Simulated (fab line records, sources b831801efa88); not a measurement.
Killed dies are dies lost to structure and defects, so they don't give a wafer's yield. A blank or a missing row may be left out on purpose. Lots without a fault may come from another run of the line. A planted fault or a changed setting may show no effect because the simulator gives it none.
fab line records | flow gf180mcu
record lots=5 wafers=23
route steps=602 shown CONTACT@311 M1@319 V1@337 M2@365 V2@386
start_h: hours from the record's first day to the start of the lot's first wafer shown | wait_h: hours since the lot's step before | " the same as in the row above | L1.1+2: a row that stands for several wafers | - no value, or no start given | * or withheld: withheld | < > ~ a bound
route shown NAME@n: a module of which the file shows steps, and the number in the route of the first | usual: mean/standard deviation of fault-free wafers | same: alike in all rows | chamber/n: place in a boat | sites: the reading at each site | _std_site: their standard deviation | _edge_site: outer sites' mean less inner sites' | radius_mm: how far each site lies from the wafer's centre | mask NAME#n: copy n | behind: the tool/chamber that last shaped the wafer | hold: why the lot was held/for how many hours/how that ended | device: the transistor (n, p or np) that didn't switch | end of line: the same wafers' tests at the end of the route | a step without rows: its recipe alone | killed: dies lost to structure and defects at the first sort, not the wafer's yield | map: a wafer's dies, x killed, . not, _ none there
set.NAME: the setting as run; set.NAME@STEP: as run at that earlier step | model.NAME: the simulator's own value behind a step, which no gauge read
lots whose settings were changed on purpose; a table a step, a row a wafer
## steps
# step GF_CONTACT_CVD_24
# recipe material=W target_thk_nm=300 time_s=90.339 temp_c=400 pressure_torr=40
# columns lot.wafer tool chamber start_h wait_h set.temp_c model.W_of_CONTACT_CVD_24.thk_nm
L077.1 cvd_w-02 0 389.16 0.0 400 314.1
L077.2 " 1 " " 400 303.8
L077.4 " 0 " " 400 315.3
L077.5 " 1 " " 400 305.3
L077.6 " 0 " " 400 314.5
L079.1 cvd_w-02 1 407.01 0.0 400 306
L079.2 " 0 " " 409.4 370.1
L079.3 " 1 " " 400 308.1
L079.4 " 0 " " 409.4 370.3
L079.5 " 0 " " 409.4 369.5
L080.2 cvd_w-01 1 416.77 0.0 406.2 338.3
L080.3 " 0 " " 400 306.3
L080.4 " 1 " " 406.2 337.6
L080.5 " 0 " " 400 307.6
L080.6 " 1 " " 406.2 339.3
L081.1 cvd_w-01 0 421.58 0.0 393.1 268.2
L081.2 " 1 " " 400 296.5
L081.3 " 0 " " 393.1 270.2
L081.4 " 1 " " 400 298.6
L081.5 " 1 " " 400 301.5
L082.2 cvd_w-02 0 433.45 0.0 400 306.2
L082.5 " 0 " " 400 306.9
L082.6 " 1 " " 400 300.9
# step GF_CONTACT_RS_MEAS_25
# recipe thk_meas_gauge=four-point-probe reads=W_of_CONTACT_CVD_24+TiN_of_CONTACT_SPUTTER_23+Ti_of_CONTACT_SPUTTER_22
# usual CONTACT_W_RS=0.376/0.0068
# columns lot.wafer tool chamber start_h wait_h set.temp_c@CONTACT_CVD_24 CONTACT_W_RS[ohm/sq]
L077.1 film_metro-04 - 389.26 0.1 400 0.365
L077.2 " - " " 400 0.378
L077.4 " - " " 400 0.363
L077.5 " - " " 400 0.376
L077.6 " - " " 400 0.364
L079.1 film_metro-02 - 407.11 0.1 400 0.375
L079.2 " - " " 409.4 0.309
L079.3 " - " " 400 0.372
L079.4 " - " " 409.4 0.309
L079.5 " - " " 409.4 0.310
L080.2 film_metro-04 - 416.89 0.1 406.2 0.339
L080.3 " - " " 400 0.374
L080.4 " - " " 406.2 0.338
L080.5 " - " " 400 0.373
L080.6 " - " " 406.2 0.337
L081.1 film_metro-04 - 421.68 0.1 393.1 0.428
L081.2 " - " " 400 0.387
L081.3 " - " " 393.1 0.425
L081.4 " - " " 400 0.385
L081.5 " - " " 400 0.381
L082.2 film_metro-04 - 433.57 0.1 400 0.374
L082.5 " - " " 400 0.374
L082.6 " - " " 400 0.381
# step GF_CONTACT_THK_MEAS_26
# recipe thk_meas_gauge=xrf reads=W_of_CONTACT_CVD_24
# usual CONTACT_W_THK=299/5.9
# columns lot.wafer tool chamber start_h wait_h set.temp_c@CONTACT_CVD_24 CONTACT_W_THK[nm]
L077.1 film_metro-04 - 389.38 0.1 400 309
L077.2 " - " " 400 298
L077.4 " - " " 400 307
L077.5 " - " " 400 301
L077.6 " - " " 400 312
L079.1 film_metro-02 - 407.23 0.1 400 293
L079.2 " - " " 409.4 355
L079.3 " - " " 400 296
L079.4 " - " " 409.4 354
L079.5 " - " " 409.4 353
L080.2 film_metro-04 - 417.00 0.1 406.2 331
L080.3 " - " " 400 300
L080.4 " - " " 406.2 332
L080.5 " - " " 400 303
L080.6 " - " " 406.2 335
L081.1 film_metro-04 - 421.80 0.1 393.1 265
L081.2 " - " " 400 291
L081.3 " - " " 393.1 266
L081.4 " - " " 400 294
L081.5 " - " " 400 296
L082.2 film_metro-04 - 433.68 0.1 400 299
L082.5 " - " " 400 300
L082.6 " - " " 400 294
# step GF_M1_SPUTTER_04
# recipe material=TiN target_thk_nm=50 power_w=6500 time_s=41.7 chamber_pressure_pa=0.4
# columns lot.wafer tool chamber start_h wait_h set.time_s model.TiN_of_M1_SPUTTER_04.thk_nm
L077.1 pvd_sputter-02 - 389.92 0.0 41.7 49.87
L077.2 " - " " 41.7 49.8
L077.4 " - " " 41.7 50.11
L077.5 " - " " 41.7 49.96
L077.6 " - " " 41.7 49.79
L079.1 pvd_sputter-02 - 409.88 0.0 43.79 52.11
L079.2 " - " " 43.79 51.63
L079.3 " - " " 41.7 49.18
L079.4 " - " " 43.79 52.1
L079.5 " - " " 41.7 49.6
L080.2 pvd_sputter-02 - 417.53 0.0 41.7 50.3
L080.3 " - " " 41.7 50.33
L080.4 " - " " 41.7 50.43
L080.5 " - " " 41.7 50.26
L080.6 " - " " 41.7 50.76
L081.1 pvd_sputter-01 - 422.34 0.0 41.7 50.08
L081.2 " - " " 41.7 49.2
L081.3 " - " " 43.96 53.29
L081.4 " - " " 43.96 52.7
L081.5 " - " " 43.96 52.62
L082.2 pvd_sputter-01 - 434.21 0.0 41.7 50.51
L082.5 " - " " 41.7 49.8
L082.6 " - " " 41.7 51.13
# step GF_M1_EXPOSE_11
# recipe mask_id=Metal1 target_cd_nm=230 na=0.68 source_shape=conventional sigma_outer=0.6 dose_mj=28
# columns lot.wafer tool chamber start_h wait_h mask set.dose_mj
L077.1+4+5 krf_scanner-01 0 - - Metal1#0 30.04
L077.2+6 " 0 " " Metal1#0 28
L079.1+2+5 krf_scanner-01 0 - - Metal1#0 25.98
L079.3+4 " 0 " " Metal1#0 28
L080.2+5 krf_scanner-01 0 - - Metal1#0 28.79
L080.3+4+6 " 0 " " Metal1#0 28
L081.1+4 krf_scanner-02 0 - - Metal1#0 26.84
L081.2+3+5 " 0 " " Metal1#0 28
L082.2+5+6 krf_scanner-01 0 - - Metal1#0 28
# step GF_M1_PEB_12
# recipe peb_temp_c=135 peb_time_s=90 resist=KrF
# step GF_M1_DEVELOP_13
# recipe develop_time_s=60 dev_temp_c=21
# step GF_M1_CD_MEAS_14
# recipe target_cd_nm=230
# usual cd_nm=229.9/1
# columns lot.wafer tool chamber start_h wait_h set.dose_mj@M1_EXPOSE_11 cd_nm
L077.1 cd_sem-02 - 413.21 0.1 30.04 219.9
L077.2 " - " " 28 230.7
L077.4 " - " " 30.04 220.0
L077.5 " - " " 30.04 220.1
L077.6 " - " " 28 230.1
L079.1 cd_sem-02 - 433.86 0.1 25.98 240.4
L079.2 " - " " 25.98 240.0
L079.3 " - " " 28 229.3
L079.4 " - " " 28 229.9
L079.5 " - " " 25.98 240.3
L080.2 cd_sem-01 - 442.48 0.1 28.79 225.4
L080.3 " - " " 28 230.3
L080.4 " - " " 28 230.9
L080.5 " - " " 28.79 225.3
L080.6 " - " " 28 230.1
L081.1 cd_sem-01 - 446.61 0.1 26.84 235.9
L081.2 " - " " 28 230.8
L081.3 " - " " 28 229.7
L081.4 " - " " 26.84 236.0
L081.5 " - " " 28 229.4
L082.2 cd_sem-01 - 458.58 0.1 28 229.4
L082.5 " - " " 28 229.4
L082.6 " - " " 28 228.4
# step GF_V1_CVD_02
# recipe material=SiO2 target_thk_nm=850 precursor=TEOS temp_c=400 time_s=94.851 rf_w=600
# columns lot.wafer tool chamber start_h wait_h set.time_s model.SiO2_of_V1_CVD_02.thk_nm
L077.1 pecvd-02 2 414.14 0.1 80.95 722.1
L077.2 " 0 " " 94.851 843.5
L077.4 " 0 " " 80.95 737.3
L077.5 " 1 " " 94.851 868.5
L077.6 " 2 " " 80.95 733.2
L079.1 pecvd-02 0 434.80 0.1 94.851 842.7
L079.2 " 1 " " 94.851 855.3
L079.3 " 2 " " 94.851 839.5
L079.4 " 0 " " 83.55 758.1
L079.5 " 2 " " 83.55 757.6
L080.2 pecvd-04 0 443.39 0.0 94.851 837.5
L080.3 " 2 " " 94.851 857.6
L080.4 " 0 " " 94.851 858.8
L080.5 " 2 " " 94.851 876
L080.6 " 1 " " 94.851 863.5
L081.1 pecvd-02 2 447.54 0.1 94.851 849.1
L081.2 " 1 " " 94.851 842.8
L081.3 " 0 " " 94.851 845.9
L081.4 " 2 " " 94.851 846.8
L081.5 " 1 " " 94.851 859
L082.2 pecvd-04 0 459.50 0.0 94.851 834.8
L082.5 " 0 " " 94.851 855.8
L082.6 " 2 " " 94.851 866.8
# step GF_V1_THK_MEAS_03
# recipe reads=SiO2_of_V1_CVD_02
# usual V1_CVD_02_THK=851/11
# columns lot.wafer tool chamber start_h wait_h set.time_s@V1_CVD_02 V1_CVD_02_THK[nm]
L077.1 film_metro-04 - 414.21 0.0 80.95 722
L077.2 " - " " 94.851 844
L077.4 " - " " 80.95 738
L077.5 " - " " 94.851 868
L077.6 " - " " 80.95 733
L079.1 film_metro-03 - 434.87 0.0 94.851 843
L079.2 " - " " 94.851 855
L079.3 " - " " 94.851 840
L079.4 " - " " 83.55 758
L079.5 " - " " 83.55 757
L080.2 film_metro-01 - 443.47 0.0 94.851 838
L080.3 " - " " 94.851 858
L080.4 " - " " 94.851 859
L080.5 " - " " 94.851 876
L080.6 " - " " 94.851 863
L081.1 film_metro-03 - 447.61 0.0 94.851 849
L081.2 " - " " 94.851 843
L081.3 " - " " 94.851 846
L081.4 " - " " 94.851 846
L081.5 " - " " 94.851 858
L082.2 film_metro-04 - 459.61 0.1 94.851 835
L082.5 " - " " 94.851 857
L082.6 " - " " 94.851 867
# step GF_V1_CMP_04
# recipe material=SiO2 down_force_psi=4 platen_rpm=60 pad_velocity_m_s=0.94248
# usual time_to_endpoint_s=81/5.6
# columns lot.wafer tool chamber start_h wait_h set.time_s@V1_CVD_02 time_to_endpoint_s
L077.1 cmp-02 0 414.32 0.1 80.95 35
L077.2 " 1 " " 94.851 78
L077.4 " 2 " " 80.95 37
L077.5 " 3 " " 94.851 86
L077.6 " 0 " " 80.95 41
L079.4 cmp-01 3 434.93 0.0 83.55 49
L079.1 " 0 " " 94.851 87
L079.3 " 1 " " 94.851 72
L079.2 " 2 " " 94.851 86
L079.5 " 0 " " 83.55 53
L080.4 cmp-02 3 443.52 0.0 94.851 85
L080.3 " 1 " " 94.851 82
L080.2 " 2 " " 94.851 72
L080.6 " 3 " " 94.851 86
L080.5 " 0 " " 94.851 87
L081.4 cmp-02 2 447.67 0.0 94.851 79
L081.2 " 3 " " 94.851 79
L081.1 " 0 " " 94.851 83
L081.3 " 1 " " 94.851 78
L081.5 " 3 " " 94.851 84
L082.2 cmp-02 1 459.71 0.1 94.851 73
L082.5 " 0 " " 94.851 86
L082.6 " 1 " " 94.851 84
# step GF_V1_PEB_12
# recipe peb_temp_c=135 peb_time_s=90 resist=KrF
# columns lot.wafer tool chamber start_h wait_h set.peb_temp_c
L077.1+5 litho_track-03 0 - - 135
L077.2+4+6 " 0 " " 136.4
L079.1+2+3+4+5 litho_track-02 0 - - 135
L080.2+3+5 litho_track-02 0 - - 135
L080.4+6 " 0 " " 132.6
L081.1+5 litho_track-03 0 - - 138
L081.2+3+4 " 0 " " 135
L082.2+5+6 litho_track-03 0 - - 135
# step GF_V1_DEVELOP_13
# recipe develop_time_s=60 resist=KrF dev_temp_c=21
# step GF_V1_CD_MEAS_14
# recipe target_cd_nm=260
# usual cd_nm=259.9/1.8
# columns lot.wafer tool chamber start_h wait_h set.peb_temp_c@V1_PEB_12 cd_nm
L077.1 cd_sem-02 - 438.48 0.1 135 260.3
L077.2 " - " " 136.4 264.1
L077.4 " - " " 136.4 263.3
L077.5 " - " " 135 260.6
L077.6 " - " " 136.4 265.1
L079.1 cd_sem-02 - 459.31 0.1 135 257.8
L079.2 " - " " 135 256.2
L079.3 " - " " 135 256.3
L079.4 " - " " 135 257.2
L079.5 " - " " 135 257.3
L080.2 cd_sem-02 - 467.98 0.1 135 261.8
L080.3 " - " " 135 260.2
L080.4 " - " " 132.6 253.5
L080.5 " - " " 135 260.9
L080.6 " - " " 132.6 252.9
L081.1 cd_sem-01 - 471.73 0.1 138 267.1
L081.2 " - " " 135 259.5
L081.3 " - " " 135 259.0
L081.4 " - " " 135 258.9
L081.5 " - " " 138 266.5
L082.2 cd_sem-01 - 484.20 0.1 135 262.2
L082.5 " - " " 135 261.4
L082.6 " - " " 135 262.1
# step GF_V1_ETCH_16
# recipe chemistry=N2/H2 target_depth_a=withheld overetch_a=withheld time_s=withheld target=BARC ion_energy_ev=200 source_w=500 bias_w=100 pressure_mtorr=30 n2_flow_sccm=100 h2_flow_sccm=200
# columns lot.wafer tool chamber start_h wait_h set.peb_temp_c@V1_PEB_12 model.V1.cd_nm
L077.1 rie_diel-04 2 438.64 0.0 135 260.7
L077.2 " 1 " " 136.4 263.9
L077.4 " 1 " " 136.4 263.4
L077.5 " 2 " " 135 260.5
L077.6 " 3 " " 136.4 265
L079.1+2 rie_diel-02 3,2 459.47 0.0 135 257.2
L079.3 " 1 " " 135 254.8
L079.4+5 " 0,1 " " 135 256.1
L080.2 rie_diel-02 0 468.12 0.0 135 261.1
L080.3 " 1 " " 135 258.9
L080.4 " 3 " " 132.6 252.5
L080.5 " 0 " " 135 259.8
L080.6 " 3 " " 132.6 251.8
L081.1 rie_diel-01 1 471.89 0.0 138 266.8
L081.2 " 2 " " 135 259.1
L081.3 " 0 " " 135 259.6
L081.4 " 3 " " 135 259.4
L081.5 " 3 " " 138 266.5
L082.2 rie_diel-01 2 484.34 0.0 135 261.5
L082.5 " 3 " " 135 261
L082.6 " 0 " " 135 262
# step GF_V1_SPUTTER_21
# recipe material=Ti target_thk_nm=15 chamber_pressure_pa=5 power_w=2500 substrate_temp_c=200 time_s=80.02
# columns lot.wafer tool chamber start_h wait_h set.chamber_pressure_pa model.Ti_of_V1_SPUTTER_21.thk_nm
L077.1 pvd_sputter-03 - 439.30 0.0 4.811 15.57
L077.2 " - " " 4.811 15.51
L077.4 " - " " 4.811 15.55
L077.5 " - " " 4.811 15.37
L077.6 " - " " 4.811 15.64
L079.1 pvd_sputter-02 - 460.17 0.0 4.802 15.84
L079.2 " - " " 4.802 15.78
L079.3 " - " " 4.802 15.85
L079.4 " - " " 4.802 15.93
L079.5 " - " " 4.802 15.77
L080.2+4 pvd_sputter-03 - 468.82 0.0 4.267 17.28
L080.3 " - " " 4.267 17.38
L080.5 " - " " 4.267 17.42
L080.6 " - " " 4.267 17.41
L081.1+4 pvd_sputter-02 - 472.58 0.0 5.565 13.44
L081.2 " - " " 5.565 13.53
L081.3 " - " " 5.565 13.38
L081.5 " - " " 5.565 13.52
L082.2 pvd_sputter-01 - 485.00 0.0 5 14.74
L082.5 " - " " 5 14.72
L082.6 " - " " 5 14.92
# step GF_M2_SPUTTER_03
# recipe material=Ti target_thk_nm=10 substrate_temp_c=300 chamber_pressure_pa=0.3 power_w=3000 time_s=6.7
# columns lot.wafer tool chamber start_h wait_h set.time_s model.Ti_of_M2_SPUTTER_03.thk_nm
L077.1 pvd_sputter-04 - 440.15 0.0 6.7 10.21
L077.2 " - " " 6.7 10.2
L077.4 " - " " 7.18 10.86
L077.5 " - " " 6.7 9.888
L077.6 " - " " 7.18 10.93
L079.1 pvd_sputter-02 - 461.02 0.0 6.308 9.242
L079.2 " - " " 6.7 9.923
L079.3 " - " " 6.308 9.307
L079.4 " - " " 6.308 9.321
L079.5 " - " " 6.7 9.787
L080.2 pvd_sputter-03 - 469.67 0.0 7.429 11.1
L080.3 " - " " 6.7 10.13
L080.4 " - " " 7.429 11.14
L080.5 " - " " 6.7 10.11
L080.6 " - " " 6.7 10.34
L081.1 pvd_sputter-03 - 473.43 0.0 5.718 8.41
L081.2 " - " " 6.7 9.813
L081.3 " - " " 6.7 9.984
L081.4 " - " " 5.718 8.339
L081.5 " - " " 5.718 8.487
L082.2 pvd_sputter-03 - 485.85 0.0 6.7 9.817
L082.5 " - " " 6.7 9.942
L082.6 " - " " 6.7 9.984
# step GF_M2_EXPOSE_11
# recipe mask_id=Metal2 target_cd_nm=280 na=0.68 source_shape=conventional sigma_outer=0.6 dose_mj=28
# columns lot.wafer tool chamber start_h wait_h mask set.dose_mj
L077.1+2+4+5+6 krf_scanner-02 0 - - Metal2#0 28
L079.1+2+3+4+5 krf_scanner-02 0 - - Metal2#0 28
L080.2+6 krf_scanner-01 0 - - Metal2#0 28
L080.3+4+5 " 0 " " Metal2#0 29.73
L081.1+3+4 krf_scanner-02 0 - - Metal2#0 28
L081.2+5 " 0 " " Metal2#0 26.4
L082.2+5+6 krf_scanner-01 0 - - Metal2#0 28
# step GF_M2_PEB_12
# recipe peb_temp_c=135 peb_time_s=90 resist=KrF
# step GF_M2_DEVELOP_13
# recipe develop_time_s=60 dev_temp_c=21
# step GF_M2_CD_MEAS_14
# recipe target_cd_nm=280
# usual cd_nm=280.2/1.1
# columns lot.wafer tool chamber start_h wait_h set.dose_mj@M2_EXPOSE_11 cd_nm
L077.1 cd_sem-01 - 464.98 0.1 28 278.7
L077.2 " - " " 28 279.4
L077.4 " - " " 28 279.4
L077.5 " - " " 28 278.6
L077.6 " - " " 28 279.3
L079.1 cd_sem-01 - 484.83 0.1 28 279.5
L079.2 " - " " 28 279.7
L079.3 " - " " 28 279.2
L079.4 " - " " 28 278.0
L079.5 " - " " 28 280.3
L080.2 cd_sem-01 - 493.53 0.1 28 280.4
L080.3 " - " " 29.73 271.1
L080.4 " - " " 29.73 271.8
L080.5 " - " " 29.73 270.6
L080.6 " - " " 28 280.2
L081.1 cd_sem-01 - 497.18 0.1 28 281.6
L081.2 " - " " 26.4 289.9
L081.3 " - " " 28 281.8
L081.4 " - " " 28 281.5
L081.5 " - " " 26.4 290.6
L082.2 cd_sem-02 - 509.20 0.1 28 279.5
L082.5 " - " " 28 278.8
L082.6 " - " " 28 280.4
# step GF_V2_CMP_04
# recipe material=SiO2 down_force_psi=4 platen_rpm=60 pad_velocity_m_s=0.94248
# columns lot.wafer tool chamber start_h wait_h set.leave_above_ref_nm model.SiO2_of_V2_CVD_02.thk_nm
L077.1 cmp-01 3 466.04 0.1 599.1 599.6
L077.2 " 0 " " 632.5 635
L077.4 " 1 " " 599.1 598.3
L077.6 " 3 " " 632.5 632.7
L077.5 " 0 " " 632.5 635.1
L079.4+5 cmp-02 2,3 486.01 0.0 632.5 631.3
L079.3 " 3 " " 676.6 675.7
L079.1 " 0 " " 676.6 677
L079.2 " 1 " " 632.5 632.2
L080.2 cmp-01 1 494.69 0.0 592.1 589.9
L080.4 " 3 " " 632.5 632.2
L080.3 " 0 " " 592.1 592.7
L080.6 " 1 " " 592.1 590.5
L080.5 " 2 " " 632.5 632.8
L081.2 cmp-01 2 498.25 0.0 632.5 632.9
L081.3 " 3 " " 616.2 616.5
L081.1 " 0 " " 632.5 633.7
L081.4 " 1 " " 632.5 630.5
L081.5 " 2 " " 616.2 616.9
L082.2 cmp-01 0 510.39 0.0 632.5 633.8
L082.5 " 0 " " 632.5 634.1
L082.6 " 1 " " 632.5 631.2
# step GF_V2_DEVELOP_13
# recipe develop_time_s=60 resist=KrF dev_temp_c=21
# columns lot.wafer tool chamber start_h wait_h set.dev_temp_c
L077.1+2+4+5+6 litho_track-03 0 490.83 0.2 21
L079.1+2 litho_track-01 0 509.83 0.2 17.9
L079.3+4+5 " 0 " " 21
L080.2+4+6 litho_track-01 0 518.01 0.2 22.76
L080.3+5 " 0 " " 21
L081.1+2 litho_track-01 0 521.63 0.2 23.38
L081.3+4+5 " 0 " " 21
L082.2+5+6 litho_track-03 0 533.56 0.2 21
# step GF_V2_ETCH_16
# recipe chemistry=N2/H2 target_depth_a=withheld overetch_a=withheld time_s=withheld target=BARC ion_energy_ev=200 source_w=500 bias_w=100 pressure_mtorr=30 n2_flow_sccm=100 h2_flow_sccm=200
# step GF_V2_ETCH_17
# recipe chemistry=C4F8/O2/Ar mask_material=KrF target=SiO2 stop_on=TiN source_w=1500 bias_w=1200 pressure_mtorr=40 c4f8_flow_sccm=withheld O2_flow_sccm=6 Ar_flow_sccm=300 time_s=withheld target_depth_a=6300
# usual oes_product_au=0.855/0.0045
# columns lot.wafer tool chamber start_h wait_h set.leave_above_ref_nm@V2_CMP_04 oes_product_au model.V2.feature_depth_nm
L077.1 rie_diel-01 1 - - 599.1 0.826 599.6
L077.2 " 2 " " 632.5 0.858 635
L077.4 " 0 " " 599.1 0.828 598.3
L077.5 " 1 " " 632.5 0.855 635.1
L077.6 " 0 " " 632.5 0.855 632.7
L079.1 rie_diel-03 3 - - 676.6 0.892 677
L079.2 " 0 " " 632.5 0.857 632.2
L079.3 " 1 " " 676.6 0.880 675.7
L079.4 " 2 " " 632.5 0.856 631.3
L079.5 " 1 " " 632.5 0.856 631.3
L080.2 rie_diel-01 1 - - 592.1 0.821 589.9
L080.3 " 3 " " 592.1 0.819 592.7
L080.4 " 0 " " 632.5 0.856 632.2
L080.5 " 2 " " 632.5 0.854 632.8
L080.6 " 1 " " 592.1 0.825 590.5
L081.1 rie_diel-01 2 - - 632.5 0.852 633.7
L081.2 " 0 " " 632.5 0.848 632.9
L081.3 " 1 " " 616.2 0.845 616.5
L081.4 " 1 " " 632.5 0.851 630.5
L081.5 " 2 " " 616.2 0.846 616.9
L082.2 rie_diel-04 2 - - 632.5 0.854 633.8
L082.5 " 2 " " 632.5 0.861 634.1
L082.6 " 3 " " 632.5 0.846 631.2
## key
split step=GF_CONTACT_CVD_24 setting=temp_c stated=400 by=wafer
response step=GF_CONTACT_CVD_24 reading=model.W_of_CONTACT_CVD_24.thk_nm change=+22.7 per=1% r=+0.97
response step=GF_CONTACT_RS_MEAS_25 reading=CONTACT_W_RS change=-0.0255 per=1% r=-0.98
response step=GF_CONTACT_THK_MEAS_26 reading=CONTACT_W_THK change=+21.7 per=1% r=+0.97
split step=GF_M1_SPUTTER_04 setting=time_s stated=41.7 by=wafer
response step=GF_M1_SPUTTER_04 reading=model.TiN_of_M1_SPUTTER_04.thk_nm change=+0.556 per=1% r=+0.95
split step=GF_M1_EXPOSE_11 setting=dose_mj stated=28 by=wafer
response step=GF_M1_CD_MEAS_14 reading=cd_nm change=-1.47 per=1% r=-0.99
split step=GF_V1_CVD_02 setting=time_s stated=94.851 by=wafer
response step=GF_V1_CVD_02 reading=model.SiO2_of_V1_CVD_02.thk_nm change=+8.08 per=1% r=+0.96
response step=GF_V1_THK_MEAS_03 reading=V1_CVD_02_THK change=+8.1 per=1% r=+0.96
response step=GF_V1_CMP_04 reading=time_to_endpoint_s change=* per=1% r=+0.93
split step=GF_V1_PEB_12 setting=peb_temp_c stated=135 by=wafer
response step=GF_V1_CD_MEAS_14 reading=cd_nm change=+3.78 per=1% r=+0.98
response step=GF_V1_ETCH_16 reading=model.V1.cd_nm change=+3.69 per=1% r=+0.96
split step=GF_V1_SPUTTER_21 setting=chamber_pressure_pa stated=5 by=lot
response step=GF_V1_SPUTTER_21 reading=model.Ti_of_V1_SPUTTER_21.thk_nm change=-0.151 per=1% r=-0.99
split step=GF_M2_SPUTTER_03 setting=time_s stated=6.7 by=wafer
response step=GF_M2_SPUTTER_03 reading=model.Ti_of_M2_SPUTTER_03.thk_nm change=+0.0976 per=1% r=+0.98
split step=GF_M2_EXPOSE_11 setting=dose_mj stated=28 by=wafer
response step=GF_M2_CD_MEAS_14 reading=cd_nm change=-1.5 per=1% r=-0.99
split step=GF_V2_CMP_04 setting=leave_above_ref_nm stated=632.5 by=wafer
response step=GF_V2_CMP_04 reading=model.SiO2_of_V2_CVD_02.thk_nm change=+6.49 per=1% r=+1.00
response step=GF_V2_ETCH_17 reading=oes_product_au change=+0.00469 per=1% r=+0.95
response step=GF_V2_ETCH_17 reading=model.V2.feature_depth_nm change=+6.49 per=1% r=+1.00
split step=GF_V2_DEVELOP_13 setting=dev_temp_c stated=21 by=wafer
response none clear
